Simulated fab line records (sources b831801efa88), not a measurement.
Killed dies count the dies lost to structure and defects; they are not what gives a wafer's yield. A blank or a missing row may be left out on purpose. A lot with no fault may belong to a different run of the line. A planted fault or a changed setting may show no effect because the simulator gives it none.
2 desks, one fault :: flow sky130 :: each desk has only its own numbers; what lay behind them comes last

== FROM THE METROLOGY DESK ==
Means of the sampled wafers that have a number, per lot and without regard to the tool the lot ran on: this is what the gauges read. Marked OUT: a lot whose mean sits more than 4 standard deviations from the usual mean, which makes it out of limits; the brackets give that distance.
Columns: A = NWELL_TW at SKY_NWELL_TW_MEAS_15, usual 1806; B = NWELL_01_OVL at SKY_NWELL_OVL_MEAS_23, usual -0.5 nm; C = VT_ADJUST_HVTP_OVL at SKY_VT_ADJUST_HVTP_OVL_MEAS_08, usual -0.5 nm
lot: L275
first seen here: day 4 13:22
A: 1798
B: -0.1
C: -2.1

lot: L277
first seen here: day 5 01:25
A: 1801
B: -1.0
C: 0.1

lot: L278
first seen here: day 5 09:00
A: 1797
B: -0.3
C: -1.1

lot: L279
first seen here: day 5 13:28
A: 1791
B: 0.3
C: -0.8

lot: L280
first seen here: day 5 19:53
A: 1795
B: -0.9
C: -1.3

lot: L281
first seen here: day 6 01:55
A: 1807
B: -1.1
C: -0.9

lot: L283
first seen here: day 6 12:25
A: 1817
B: -0.1
C: -0.2

lot: L292
first seen here: day 8 20:10
A: 1788
B: -0.3
C: 1.3

lot: L293
first seen here: day 8 20:55
A: 1811
B: 0.3
C: -0.4

lot: L294
first seen here: day 9 03:29
A: 1793
B: -1.2
C: 1.3

lot: L295
first seen here: day 9 11:10
A: 1801
B: 2.0
C: -0.0

lot: L297
first seen here: day 10 07:16
A: 1803
B: 0.4
C: 0.4

lot: L298
first seen here: day 10 08:13
A: 1832
B: -2.2
C: 0.4
This desk's finding: nothing out of limits on any of the 13 lots.

== FOR THE TOOL OWNER'S DESK: litho-track-02 ==
The tool's own readings at SKY_PWDE_COAT_02 (resist thk 3000 nm): means of the sampled wafers that have a number, for each lot that ran on this tool. Marked OUT: a lot whose mean sits more than 4 standard deviations from the usual mean, which makes it out of limits; the brackets give that distance.
Columns: A = spin-speed-rpm at SKY_PWDE_COAT_02, usual 1999.9 rpm
lot: L275
first seen here: day 3 11:37
A: 2000.8

lot: L278
first seen here: day 4 06:27
A: 2000.4

lot: L280
first seen here: day 4 15:55
A: 1999.8

lot: L281
first seen here: day 4 22:22
A: 1998.6

lot: L283
first seen here: day 5 08:04
A: 1999.4

lot: L292
first seen here: day 7 12:37
A: 1998.1

lot: L293
first seen here: day 7 14:12
A: 1999.6
This desk's finding: nothing out of limits on any of the 7 lots.

== PUT TOGETHER ==
Nothing out of limits was seen by the metrology desk.
Nothing out of limits was seen by the tool owner's desk.

== WHAT THE SIMULATOR PUT IN ==
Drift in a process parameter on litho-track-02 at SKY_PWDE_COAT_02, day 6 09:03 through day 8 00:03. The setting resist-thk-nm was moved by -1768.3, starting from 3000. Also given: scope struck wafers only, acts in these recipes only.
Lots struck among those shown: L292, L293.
